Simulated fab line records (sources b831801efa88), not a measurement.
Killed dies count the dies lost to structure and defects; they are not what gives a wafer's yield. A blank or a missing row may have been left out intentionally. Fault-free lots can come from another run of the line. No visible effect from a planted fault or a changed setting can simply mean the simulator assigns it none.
Which tool is to blame? -- flow sky130 -- 10 lots, 30 wafers sampled, at 6 steps of a route of 708

WHAT THE GAUGES READ, wafer by wafer
SKY_SD_P_CD_MEAS_07: the cd target is 380 nm. Usual: 381 nm for cd_nm, sd 3.2.
lot,measured,on,cd_nm (nm),flag
L898,day 25 18:11,cd_sem-01,379 379 379,
L904,day 28 01:37,cd_sem-01,384 382 382,
L906,day 29 00:31,cd_sem-02,382 381 378,
L910,day 29 17:22,cd_sem-01,380 379 378,
L912,day 31 07:46,cd_sem-01,381 380 382,
L913,day 31 12:57,cd_sem-02,378 376 377,
L915,day 31 20:49,cd_sem-01,378 380 380,
L917,day 32 02:55,cd_sem-01,385 386 387,
L918,day 32 16:29,cd_sem-01,380 380 379,
L920,day 33 04:14,cd_sem-02,383 385 382,

SKY_SD_P_OVL_MEAS_08. Usual: SD_P_OVL typically reads -0.3 nm, with standard deviation 1.3.
lot,measured,on,SD_P_OVL (nm),flag
L898,day 25 18:17,overlay-02,0.7 -0.4 -1.4,
L904,day 28 01:44,overlay-01,2.1 3.4 -1.0,
L906,day 29 00:38,overlay-02,-0.2 -0.1 0.7,
L910,day 29 17:29,overlay-02,0.6 0.3 1.8,
L912,day 31 07:53,overlay-01,0.0 1.1 -0.1,
L913,day 31 13:04,overlay-02,-1.4 -0.4 -0.9,
L915,day 31 20:56,overlay-02,-1.8 -0.2 -0.8,
L917,day 32 03:02,overlay-01,0.2 -0.7 0.9,
L918,day 32 16:35,overlay-01,-0.3 1.0 -0.9,
L920,day 33 04:20,overlay-01,-1.0 -4.5 -2.4,

SKY_METAL5_RS_MEAS_05: measures by four-point-probe. Usual: METAL5_ALCU_RS typically reads 0.02701 ohm/sq, with standard deviation 0.00024.
lot,measured,on,METAL5_ALCU_RS (ohm/sq),flag
L898,day 43 03:03,film_metro-04,0.02692 0.02696 0.02698,
L904,day 44 22:18,film_metro-04,0.02678 0.02683 0.02672,
L906,day 45 11:51,film_metro-03,0.02701 0.02701 0.02695,
L910,day 46 03:59,film_metro-03,0.0268 0.02688 0.02684,
L912,day 47 05:38,film_metro-02,0.02678 0.05844 0.02702,OFF
L913,day 47 12:18,film_metro-03,0.02684 0.0599 0.05895,OFF
L915,day 47 19:40,film_metro-03,0.05855 0.0583 0.0271,OFF
L917,day 48 00:52,film_metro-04,0.02694 0.02713 0.02727,
L918,day 48 06:08,film_metro-03,0.02694 0.02715 0.0272,
L920,day 48 16:10,film_metro-03,0.02672 0.02681 0.02672,

SKY_METAL5_THK_MEAS_06: measures by xrf. Usual: METAL5_ALCU_THK typically reads 1154 nm, with standard deviation 11.
lot,measured,on,METAL5_ALCU_THK (nm),flag
L898,day 43 03:09,film_metro-04,1150 1157 1152,
L904,day 44 22:25,film_metro-04,1160 1159 1176,
L906,day 45 11:58,film_metro-03,1138 1141 1144,
L910,day 46 04:06,film_metro-03,1159 1160 1156,
L912,day 47 05:46,film_metro-02,1161 537 1164,OFF
L913,day 47 12:25,film_metro-03,1169 524 533,OFF
L915,day 47 19:47,film_metro-03,537 535 1154,OFF
L917,day 48 00:59,film_metro-04,1152 1149 1142,
L918,day 48 06:14,film_metro-03,1148 1147 1143,
L920,day 48 16:16,film_metro-03,1161 1153 1154,

WHAT TOOL EACH LOT RAN ON (gives the tool, then ch and the chambers of the sampled wafers, and finally the start)
lot,SKY_SD_P_STRIP_10,SKY_METAL5_SPUTTER_02
L898,"plasma_asher-03 ch 0,1, day 25 18:29","pvd_sputter-03, day 43 02:54"
L904,"plasma_asher-03 ch 0,1, day 28 01:55","pvd_sputter-03, day 44 22:11"
L906,"plasma_asher-04 ch 0,1, day 29 00:49","pvd_sputter-03, day 45 11:44"
L910,"plasma_asher-03 ch 0,1, day 29 17:40","pvd_sputter-03, day 46 03:52"
L912,"plasma_asher-03 ch 0,1, day 31 08:04","pvd_sputter-03, day 47 05:31"
L913,"plasma_asher-01 ch 0,1, day 31 13:16","pvd_sputter-03, day 47 12:11"
L915,"plasma_asher-03 ch 0,1, day 31 21:07","pvd_sputter-03, day 47 19:32"
L917,"plasma_asher-01 ch 0,1, day 32 03:13","pvd_sputter-04, day 48 00:45"
L918,"plasma_asher-01 ch 0,1, day 32 16:46","pvd_sputter-04, day 48 05:59"
L920,"plasma_asher-04 ch 0,1, day 33 04:31","pvd_sputter-04, day 48 16:01"
- SKY_SD_P_STRIP_10: strips in O2/N2.
- SKY_METAL5_SPUTTER_02: material AlCu, target thk 1150 nm, time 61.2 s.

WHAT THE TOOLS THEMSELVES READ (means of the sampled wafers that have a number; where no wafer has one, the mark that the record gives instead)
SKY_SD_P_STRIP_10. Usual: drypump_motor_current_A 5.78 A, standard deviation 0.21; oes_product_au 0.618 a.u., standard deviation 0.0045; strip_time_to_endpoint_s 17.51 s, standard deviation 0.038.
lot,tool,drypump_motor_current_A (A),oes_product_au (a.u.),strip_time_to_endpoint_s (s),flag
L898,plasma_asher-03,5.92,0.621,17.52,
L904,plasma_asher-03,5.87,0.615,17.51,
L906,plasma_asher-04,5.85,0.622,17.52,
L910,plasma_asher-03,5.92,0.618,17.47,
L912,plasma_asher-03,5.88,0.617,17.49,
L913,plasma_asher-01,5.59,0.615,17.55,
L915,plasma_asher-03,5.88,0.618,17.48,
L917,plasma_asher-01,5.59,0.617,17.49,
L918,plasma_asher-01,5.41,0.619,17.54,
L920,plasma_asher-04,5.82,0.616,17.51,

SKY_METAL5_SPUTTER_02. Usual: cathode_dc_power_W 10600 W, standard deviation 1.9; throttle_valve_pct 29.2 %, standard deviation 0.85.
lot,tool,cathode_dc_power_W (W),throttle_valve_pct (%),flag
L898,pvd_sputter-03,10601,30.6,
L904,pvd_sputter-03,10602,29.5,
L906,pvd_sputter-03,10599,29.9,
L910,pvd_sputter-03,10601,30.2,
L912,pvd_sputter-03,10600,29.8,
L913,pvd_sputter-03,10599,29.4,
L915,pvd_sputter-03,10601,29.9,
L917,pvd_sputter-04,10601,29.0,
L918,pvd_sputter-04,10598,28.3,
L920,pvd_sputter-04,10602,28.6,

THE ANSWER, worked out from the rows above alone
Rule: a lot is off if the mean of its wafers that have a number lies more than 3 standard deviations from the usual mean. A lot without any number at a reading at which 4 lots or more have one is off too. All remaining lots with rows at the step are treated as sound. The gauges are gone through in route order, then the tools' own readings, and for those a lot's mean is taken as printed above. The first step at which some lot is off is used, and at that step the reading that is off furthest; a lot without a number counts as furthest.
Off: L912, L913, L915, at SKY_METAL5_RS_MEAS_05 (METAL5_ALCU_RS).
If a tool, at a process step before that reading, ran all the lots that are off and no sound lot after the first of them, it fits. Gauges at SKY_METAL5_RS_MEAS_05: tried the same way as those tools. One fits: SKY_METAL5_SPUTTER_02 on pvd_sputter-03. A fault onset in the window from L910 (day 46 03:52, its last sound lot) to L912 (day 47 05:31, its first lot off) fits.

WHAT WAS PUT IN BY THE SIMULATOR
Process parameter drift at SKY_METAL5_SPUTTER_02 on pvd_sputter-03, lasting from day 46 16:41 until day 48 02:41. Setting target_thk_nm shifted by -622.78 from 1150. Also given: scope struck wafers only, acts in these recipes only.
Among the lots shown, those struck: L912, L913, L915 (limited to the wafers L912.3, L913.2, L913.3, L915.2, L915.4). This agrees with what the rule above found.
